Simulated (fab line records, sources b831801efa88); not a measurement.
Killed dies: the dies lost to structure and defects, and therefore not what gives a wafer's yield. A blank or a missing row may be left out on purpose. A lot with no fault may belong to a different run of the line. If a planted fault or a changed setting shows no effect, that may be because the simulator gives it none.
Which tool was responsible? / flow sky130 / 13 lots, 37 wafers sampled, at 5 steps of a route of 708

WHAT THE GAUGES READ, wafer by wafer
No reading from a measuring or inspecting step in the record can be judged against a usual standard deviation.

EACH LOT AND THE TOOL THAT RAN IT (in order: tool; ch and the chambers of the sampled wafers; start)
lot=L505; SKY_VIA4_STRIP_13=plasma-asher-01 ch 0,1, day 43 06:00; SKY_METAL5_SPUTTER_03=pvd-sputter-01, day 43 07:24; SKY_METAL5_METAL_ETCH_15=rie-metal-02 ch 0,1, day 44 06:20; SKY_PASSIVATION_CVD_00=pecvd-03 ch 1,2, day 44 07:11; SKY_PAD_OPEN_PROBE_99=prober-01, day 46 05:47
lot=L506; SKY_VIA4_STRIP_13=plasma-asher-03 ch 0,1, day 43 10:07; SKY_METAL5_SPUTTER_03=pvd-sputter-03, day 43 11:31; SKY_METAL5_METAL_ETCH_15=rie-metal-01 ch 0,1, day 44 09:32; SKY_PASSIVATION_CVD_00=pecvd-01 ch 0,1, day 44 10:22; SKY_PAD_OPEN_PROBE_99=prober-02, day 46 08:43
lot=L512; SKY_VIA4_STRIP_13=plasma-asher-04 ch 0,1, day 45 03:45; SKY_METAL5_SPUTTER_03=pvd-sputter-01, day 45 05:06; SKY_METAL5_METAL_ETCH_15=rie-metal-04 ch 0,1, day 46 03:22; SKY_PASSIVATION_CVD_00=pecvd-02 ch 0,1,2, day 46 04:09; SKY_PAD_OPEN_PROBE_99=prober-01, day 47 22:50
lot=L514; SKY_VIA4_STRIP_13=plasma-asher-04 ch 0,1, day 45 18:05; SKY_METAL5_SPUTTER_03=pvd-sputter-03, day 45 19:28; SKY_METAL5_METAL_ETCH_15=rie-metal-02 ch 0,1, day 46 17:22; SKY_PASSIVATION_CVD_00=pecvd-03 ch 0,1,2, day 46 18:22; SKY_PAD_OPEN_PROBE_99=prober-02, day 48 11:56
lot=L516; SKY_VIA4_STRIP_13=plasma-asher-04 ch 0, day 46 03:04; SKY_METAL5_SPUTTER_03=pvd-sputter-03, day 46 04:44; SKY_METAL5_METAL_ETCH_15=rie-metal-04 ch 0, day 47 01:04; SKY_PASSIVATION_CVD_00=pecvd-02 ch 0, day 47 01:58; SKY_PAD_OPEN_PROBE_99=-
lot=L519; SKY_VIA4_STRIP_13=plasma-asher-03 ch 0,1, day 47 12:37; SKY_METAL5_SPUTTER_03=pvd-sputter-03, day 47 14:01; SKY_METAL5_METAL_ETCH_15=rie-metal-02 ch 0,1, day 48 08:45; SKY_PASSIVATION_CVD_00=pecvd-02 ch 0,1,2, day 48 09:40; SKY_PAD_OPEN_PROBE_99=prober-01, day 50 00:13
lot=L521; SKY_VIA4_STRIP_13=plasma-asher-01 ch 0,1, day 47 16:49; SKY_METAL5_SPUTTER_03=pvd-sputter-03, day 47 18:14; SKY_METAL5_METAL_ETCH_15=rie-metal-02 ch 0,1, day 48 13:11; SKY_PASSIVATION_CVD_00=pecvd-01 ch 0,1, day 48 14:01; SKY_PAD_OPEN_PROBE_99=prober-01, day 50 04:22
lot=L522; SKY_VIA4_STRIP_13=plasma-asher-03 ch 0,1, day 47 17:47; SKY_METAL5_SPUTTER_03=pvd-sputter-03, day 47 19:08; SKY_METAL5_METAL_ETCH_15=rie-metal-01 ch 1, day 48 13:47; SKY_PASSIVATION_CVD_00=pecvd-02 ch 0,1,2, day 48 15:12; SKY_PAD_OPEN_PROBE_99=prober-02, day 50 06:11
lot=L523; SKY_VIA4_STRIP_13=plasma-asher-01 ch 0,1, day 47 17:53; SKY_METAL5_SPUTTER_03=pvd-sputter-04, day 47 19:26; SKY_METAL5_METAL_ETCH_15=rie-metal-02 ch 0,1, day 48 13:53; SKY_PASSIVATION_CVD_00=pecvd-01 ch 0,1,2, day 48 15:12; SKY_PAD_OPEN_PROBE_99=prober-01, day 50 06:17
lot=L524; SKY_VIA4_STRIP_13=plasma-asher-01 ch 0,1, day 47 21:28; SKY_METAL5_SPUTTER_03=pvd-sputter-03, day 47 22:49; SKY_METAL5_METAL_ETCH_15=rie-metal-02 ch 0,1, day 48 17:46; SKY_PASSIVATION_CVD_00=pecvd-02 ch 0,1, day 48 18:32; SKY_PAD_OPEN_PROBE_99=prober-01, day 50 09:35
lot=L525; SKY_VIA4_STRIP_13=plasma-asher-04 ch 0,1, day 48 13:11; SKY_METAL5_SPUTTER_03=pvd-sputter-03, day 48 15:04; SKY_METAL5_METAL_ETCH_15=rie-metal-01 ch 1, day 49 08:49; SKY_PASSIVATION_CVD_00=pecvd-02 ch 0,1, day 49 09:47; SKY_PAD_OPEN_PROBE_99=prober-02, day 50 22:11
lot=L526; SKY_VIA4_STRIP_13=plasma-asher-03 ch 0,1, day 48 15:10; SKY_METAL5_SPUTTER_03=pvd-sputter-03, day 48 16:38; SKY_METAL5_METAL_ETCH_15=rie-metal-04 ch 0,1, day 49 11:16; SKY_PASSIVATION_CVD_00=pecvd-01 ch 0,1,2, day 49 12:02; SKY_PAD_OPEN_PROBE_99=prober-01, day 51 01:05
lot=L527; SKY_VIA4_STRIP_13=plasma-asher-03 ch 0,1, day 48 20:02; SKY_METAL5_SPUTTER_03=pvd-sputter-01, day 48 21:25; SKY_METAL5_METAL_ETCH_15=rie-metal-04 ch 0,1, day 49 15:41; SKY_PASSIVATION_CVD_00=pecvd-03 ch 0,1, day 49 16:31; SKY_PAD_OPEN_PROBE_99=prober-02, day 51 03:44
- SKY_VIA4_STRIP_13: strips in O2/N2.
- SKY_METAL5_SPUTTER_03: material Ti, target thk 5 nm, time 3.3 s.
- SKY_METAL5_METAL_ETCH_15: etches the open film in Cl2/BCl3, stops on SiO2, target depth 1260 nm, time 252 s.
- SKY_PASSIVATION_CVD_00: deposits SiO2, target thk 90 nm.
- SKY_PAD_OPEN_PROBE_99

AS READ BY THE TOOLS THEMSELVES (means over the sampled wafers that have a number; for cases with no such wafer, the mark the record gives instead)
SKY_VIA4_STRIP_13. Usual: drypump-motor-current-A 5.6 A, standard deviation 0.3; oes-product-au 0.710 a.u., standard deviation 0.0042; strip-time-to-endpoint-s 12.80 s, standard deviation 0.039.
lot=L505; tool=plasma-asher-01; drypump-motor-current-A (A)=5.7; oes-product-au (a.u.)=0.709; strip-time-to-endpoint-s (s)=12.80; flag=
lot=L506; tool=plasma-asher-03; drypump-motor-current-A (A)=5.7; oes-product-au (a.u.)=0.707; strip-time-to-endpoint-s (s)=12.77; flag=
lot=L512; tool=plasma-asher-04; drypump-motor-current-A (A)=5.6; oes-product-au (a.u.)=0.704; strip-time-to-endpoint-s (s)=12.83; flag=
lot=L514; tool=plasma-asher-04; drypump-motor-current-A (A)=5.6; oes-product-au (a.u.)=0.709; strip-time-to-endpoint-s (s)=12.83; flag=
lot=L516; tool=plasma-asher-04; drypump-motor-current-A (A)=6.1; oes-product-au (a.u.)=0.709; strip-time-to-endpoint-s (s)=12.79; flag=
lot=L519; tool=plasma-asher-03; drypump-motor-current-A (A)=5.7; oes-product-au (a.u.)=0.708; strip-time-to-endpoint-s (s)=12.79; flag=
lot=L521; tool=plasma-asher-01; drypump-motor-current-A (A)=5.7; oes-product-au (a.u.)=0.707; strip-time-to-endpoint-s (s)=12.79; flag=
lot=L522; tool=plasma-asher-03; drypump-motor-current-A (A)=5.7; oes-product-au (a.u.)=0.713; strip-time-to-endpoint-s (s)=12.78; flag=
lot=L523; tool=plasma-asher-01; drypump-motor-current-A (A)=5.4; oes-product-au (a.u.)=0.712; strip-time-to-endpoint-s (s)=12.74; flag=
lot=L524; tool=plasma-asher-01; drypump-motor-current-A (A)=5.4; oes-product-au (a.u.)=0.708; strip-time-to-endpoint-s (s)=12.79; flag=
lot=L525; tool=plasma-asher-04; drypump-motor-current-A (A)=5.7; oes-product-au (a.u.)=0.707; strip-time-to-endpoint-s (s)=12.82; flag=
lot=L526; tool=plasma-asher-03; drypump-motor-current-A (A)=5.7; oes-product-au (a.u.)=0.709; strip-time-to-endpoint-s (s)=12.83; flag=
lot=L527; tool=plasma-asher-03; drypump-motor-current-A (A)=5.7; oes-product-au (a.u.)=0.713; strip-time-to-endpoint-s (s)=12.80; flag=

SKY_METAL5_SPUTTER_03. Usual: cathode-dc-power-W 3000.0 W, standard deviation 0.55; throttle-valve-pct 29.1 %, standard deviation 0.52.
lot=L505; tool=pvd-sputter-01; cathode-dc-power-W (W)=2999.6; throttle-valve-pct (%)=28.9; flag=
lot=L506; tool=pvd-sputter-03; cathode-dc-power-W (W)=3000.6; throttle-valve-pct (%)=29.2; flag=
lot=L512; tool=pvd-sputter-01; cathode-dc-power-W (W)=3000.0; throttle-valve-pct (%)=28.8; flag=
lot=L514; tool=pvd-sputter-03; cathode-dc-power-W (W)=3000.6; throttle-valve-pct (%)=29.1; flag=
lot=L516; tool=pvd-sputter-03; cathode-dc-power-W (W)=3000.0; throttle-valve-pct (%)=28.6; flag=
lot=L519; tool=pvd-sputter-03; cathode-dc-power-W (W)=2999.3; throttle-valve-pct (%)=28.8; flag=
lot=L521; tool=pvd-sputter-03; cathode-dc-power-W (W)=3000.2; throttle-valve-pct (%)=29.0; flag=
lot=L522; tool=pvd-sputter-03; cathode-dc-power-W (W)=2999.7; throttle-valve-pct (%)=28.7; flag=
lot=L523; tool=pvd-sputter-04; cathode-dc-power-W (W)=2999.4; throttle-valve-pct (%)=29.3; flag=
lot=L524; tool=pvd-sputter-03; cathode-dc-power-W (W)=2999.6; throttle-valve-pct (%)=28.8; flag=
lot=L525; tool=pvd-sputter-03; cathode-dc-power-W (W)=2999.6; throttle-valve-pct (%)=29.5; flag=
lot=L526; tool=pvd-sputter-03; cathode-dc-power-W (W)=2999.9; throttle-valve-pct (%)=28.8; flag=
lot=L527; tool=pvd-sputter-01; cathode-dc-power-W (W)=2999.8; throttle-valve-pct (%)=29.4; flag=

SKY_METAL5_METAL_ETCH_15. Usual: drypump-motor-current-A 5.41 A, standard deviation 0.29; oes-product-au 0.894 a.u., standard deviation 0.0052; throttle-valve-pct 22.264 %, standard deviation 0.01.
lot=L505; tool=rie-metal-02; drypump-motor-current-A (A)=5.68; oes-product-au (a.u.)=0.891; throttle-valve-pct (%)=22.258; flag=
lot=L506; tool=rie-metal-01; drypump-motor-current-A (A)=5.10; oes-product-au (a.u.)=0.892; throttle-valve-pct (%)=22.262; flag=
lot=L512; tool=rie-metal-04; drypump-motor-current-A (A)=5.34; oes-product-au (a.u.)=0.891; throttle-valve-pct (%)=22.259; flag=
lot=L514; tool=rie-metal-02; drypump-motor-current-A (A)=5.64; oes-product-au (a.u.)=0.892; throttle-valve-pct (%)=22.255; flag=
lot=L516; tool=rie-metal-04; drypump-motor-current-A (A)=5.37; oes-product-au (a.u.)=0.895; throttle-valve-pct (%)=22.267; flag=
lot=L519; tool=rie-metal-02; drypump-motor-current-A (A)=5.67; oes-product-au (a.u.)=0.891; throttle-valve-pct (%)=22.259; flag=
lot=L521; tool=rie-metal-02; drypump-motor-current-A (A)=5.64; oes-product-au (a.u.)=0.899; throttle-valve-pct (%)=22.259; flag=
lot=L522; tool=rie-metal-01; drypump-motor-current-A (A)=4.86; oes-product-au (a.u.)=0.890; throttle-valve-pct (%)=22.272; flag=
lot=L523; tool=rie-metal-02; drypump-motor-current-A (A)=5.66; oes-product-au (a.u.)=0.896; throttle-valve-pct (%)=22.268; flag=
lot=L524; tool=rie-metal-02; drypump-motor-current-A (A)=5.69; oes-product-au (a.u.)=0.893; throttle-valve-pct (%)=22.263; flag=
lot=L525; tool=rie-metal-01; drypump-motor-current-A (A)=4.85; oes-product-au (a.u.)=0.893; throttle-valve-pct (%)=22.262; flag=
lot=L526; tool=rie-metal-04; drypump-motor-current-A (A)=5.32; oes-product-au (a.u.)=0.893; throttle-valve-pct (%)=22.275; flag=
lot=L527; tool=rie-metal-04; drypump-motor-current-A (A)=5.33; oes-product-au (a.u.)=0.893; throttle-valve-pct (%)=22.258; flag=

SKY_PASSIVATION_CVD_00. Usual: heater-power-outer-w 390 W, standard deviation 72; heater-power-w 683 W, standard deviation 88.
lot=L505; tool=pecvd-03; heater-power-outer-w (W)=440; heater-power-w (W)=749; flag=
lot=L506; tool=pecvd-01; heater-power-outer-w (W)=331; heater-power-w (W)=627; flag=
lot=L512; tool=pecvd-02; heater-power-outer-w (W)=372; heater-power-w (W)=671; flag=
lot=L514; tool=pecvd-03; heater-power-outer-w (W)=353; heater-power-w (W)=629; flag=
lot=L516; tool=pecvd-02; heater-power-outer-w (W)=425; heater-power-w (W)=764; flag=
lot=L519; tool=pecvd-02; heater-power-outer-w (W)=382; heater-power-w (W)=680; flag=
lot=L521; tool=pecvd-01; heater-power-outer-w (W)=344; heater-power-w (W)=626; flag=
lot=L522; tool=pecvd-02; heater-power-outer-w (W)=408; heater-power-w (W)=712; flag=
lot=L523; tool=pecvd-01; heater-power-outer-w (W)=424; heater-power-w (W)=709; flag=
lot=L524; tool=pecvd-02; heater-power-outer-w (W)=351; heater-power-w (W)=629; flag=
lot=L525; tool=pecvd-02; heater-power-outer-w (W)=372; heater-power-w (W)=650; flag=
lot=L526; tool=pecvd-01; heater-power-outer-w (W)=397; heater-power-w (W)=686; flag=
lot=L527; tool=pecvd-03; heater-power-outer-w (W)=398; heater-power-w (W)=696; flag=

SKY_PAD_OPEN_PROBE_99. Usual: defect-limited-yield 82.4 %, standard deviation 1.9; killed_at_M0_to_M3 44, standard deviation 6.5; killed_at_M4_up 2.9, standard deviation 1.7; killed-at-contacts 24, standard deviation 5.7; killed-at-front-end 16, standard deviation 4.4; killed-at-other 0.2, standard deviation 0.48; killed-dies 87, standard deviation 9.6; killed-on-rim 17, standard deviation 3.8; killed-open 48, standard deviation 6.7; killed-short 38, standard deviation 6.2.
lot=L505; tool=prober-01; defect-limited-yield (%)=82.7; killed_at_M0_to_M3=45; killed_at_M4_up=2.3; killed-at-contacts=19; killed-at-front-end=19; killed-at-other=0.3; killed-dies=85; killed-on-rim=17; killed-open=44; killed-short=41; flag=
lot=L506; tool=prober-02; defect-limited-yield (%)=82.7; killed_at_M0_to_M3=38; killed_at_M4_up=2.7; killed-at-contacts=25; killed-at-front-end=19; killed-at-other=0.3; killed-dies=85; killed-on-rim=19; killed-open=45; killed-short=41; flag=
lot=L512; tool=prober-01; defect-limited-yield (%)=75.5; killed_at_M0_to_M3=47; killed_at_M4_up=36.0; killed-at-contacts=23; killed-at-front-end=14; killed-at-other=0.0; killed-dies=120; killed-on-rim=26; killed-open=46; killed-short=41; flag=OFF
lot=L514; tool=prober-02; defect-limited-yield (%)=76.4; killed_at_M0_to_M3=37; killed_at_M4_up=38.0; killed-at-contacts=28; killed-at-front-end=14; killed-at-other=0.0; killed-dies=116; killed-on-rim=20; killed-open=48; killed-short=31; flag=OFF
lot=L519; tool=prober-01; defect-limited-yield (%)=81.9; killed_at_M0_to_M3=44; killed_at_M4_up=3.0; killed-at-contacts=22; killed-at-front-end=20; killed-at-other=0.3; killed-dies=89; killed-on-rim=19; killed-open=49; killed-short=40; flag=
lot=L521; tool=prober-01; defect-limited-yield (%)=83.1; killed_at_M0_to_M3=45; killed_at_M4_up=2.0; killed-at-contacts=22; killed-at-front-end=14; killed-at-other=0.0; killed-dies=83; killed-on-rim=16; killed-open=45; killed-short=38; flag=
lot=L522; tool=prober-02; defect-limited-yield (%)=83.7; killed_at_M0_to_M3=38; killed_at_M4_up=1.3; killed-at-contacts=26; killed-at-front-end=14; killed-at-other=0.7; killed-dies=80; killed-on-rim=18; killed-open=46; killed-short=34; flag=
lot=L523; tool=prober-01; defect-limited-yield (%)=82.8; killed_at_M0_to_M3=49; killed_at_M4_up=2.7; killed-at-contacts=22; killed-at-front-end=11; killed-at-other=0.7; killed-dies=85; killed-on-rim=17; killed-open=49; killed-short=35; flag=
lot=L524; tool=prober-01; defect-limited-yield (%)=82.7; killed_at_M0_to_M3=41; killed_at_M4_up=3.7; killed-at-contacts=23; killed-at-front-end=17; killed-at-other=0.3; killed-dies=85; killed-on-rim=17; killed-open=45; killed-short=40; flag=
lot=L525; tool=prober-02; defect-limited-yield (%)=81.0; killed_at_M0_to_M3=52; killed_at_M4_up=3.0; killed-at-contacts=19; killed-at-front-end=20; killed-at-other=0.3; killed-dies=94; killed-on-rim=18; killed-open=56; killed-short=37; flag=
lot=L526; tool=prober-01; defect-limited-yield (%)=84.0; killed_at_M0_to_M3=45; killed_at_M4_up=3.3; killed-at-contacts=19; killed-at-front-end=11; killed-at-other=0.0; killed-dies=79; killed-on-rim=21; killed-open=42; killed-short=36; flag=
lot=L527; tool=prober-02; defect-limited-yield (%)=81.0; killed_at_M0_to_M3=52; killed_at_M4_up=4.3; killed-at-contacts=21; killed-at-front-end=16; killed-at-other=0.0; killed-dies=94; killed-on-rim=18; killed-open=51; killed-short=42; flag=

THE ANSWER, worked out from the rows above alone
Rule: lot off if the mean of its wafers having a number is beyond 3 standard deviations from the usual mean. Also off: a lot with no number at a reading for which 4 or more lots have one. Where the step has rows for the other lots, those lots are counted as sound. After the gauges, taken in route order, come the tools' own readings; for these a lot's mean is taken, as printed above. At the first step where some lot is off, the reading lying furthest off is the one used; lots without a number count as furthest.
Off: L512, L514 (SKY_PAD_OPEN_PROBE_99, killed_at_M4_up). Neither off nor sound, because the step has no rows for them: L516.
If a tool, at that step or one of the process steps before it, ran each lot that is off and ran no sound lot following the first of them, it fits. Of those tried, none fits.

WHAT WAS PUT IN BY THE SIMULATOR
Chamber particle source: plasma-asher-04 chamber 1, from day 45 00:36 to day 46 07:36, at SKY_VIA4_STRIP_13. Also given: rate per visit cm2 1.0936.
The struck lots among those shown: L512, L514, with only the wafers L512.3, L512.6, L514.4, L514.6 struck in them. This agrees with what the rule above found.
